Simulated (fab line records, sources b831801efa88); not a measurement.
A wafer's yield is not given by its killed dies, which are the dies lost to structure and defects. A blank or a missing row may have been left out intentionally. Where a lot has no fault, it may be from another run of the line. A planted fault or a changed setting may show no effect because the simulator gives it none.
Chamber matching | flow sky130 | pecvd-03 running SKY_PASSIVATION_CVD_02: 3 sister chambers
The step deposits Si3N4, target thk 540 nm. 6 wafers are shown with their chamber, then 8 later ones without.

## WAFERS WITH THEIR CHAMBER
wafer  | chamber | heater_power_w (W)
L085.2 | 0       | 845
L088.5 | 1       | 683
L089.2 | 1       | 726
L089.5 | 2       | 705
L089.6 | 0       | 850
L091.1 | 2       | 549

## WAFERS WHOSE CHAMBER IS MISSING
wafer  | heater_power_w (W)
L091.4 | 660
L091.5 | 616
L092.1 | 769
L092.5 | 826
L092.6 | 678
L097.2 | 696
L097.3 | 909
L097.5 | 681

## WHICH CHAMBER EACH WENT THROUGH
wafer  | from the rows above          | in truth
L091.4 | can't be placed: 2 or 1      | 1
L091.5 | can't be placed: 2 or 1      | 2
L092.1 | can't be placed: 1 or 0 or 2 | 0
L092.5 | can't be placed: 0 or 1      | 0
L092.6 | can't be placed: 1 or 2      | 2
L097.2 | can't be placed: 1 or 2      | 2
L097.3 | 0                            | 0
L097.5 | can't be placed: 1 or 2      | 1
Placed correctly: 1 of 8. Not placeable from these rows: 7 (in 7, the candidates include the true chamber). 0 placed wrongly.
How it was worked out, from the rows above alone: a wafer's distance from a chamber is the root of the sum, over the readings, of the square of ((its reading less the chamber's mean) divided by the reading's scatter). If the next closest chamber is less than 2 further off than the closest, the wafer can't be placed; otherwise it belongs to the closest. A chamber's mean is the mean of its shown wafers. The scatter: the root of (the sum of the squares of (reading less its chamber's mean) over the shown wafers, divided by (wafers less chambers)).
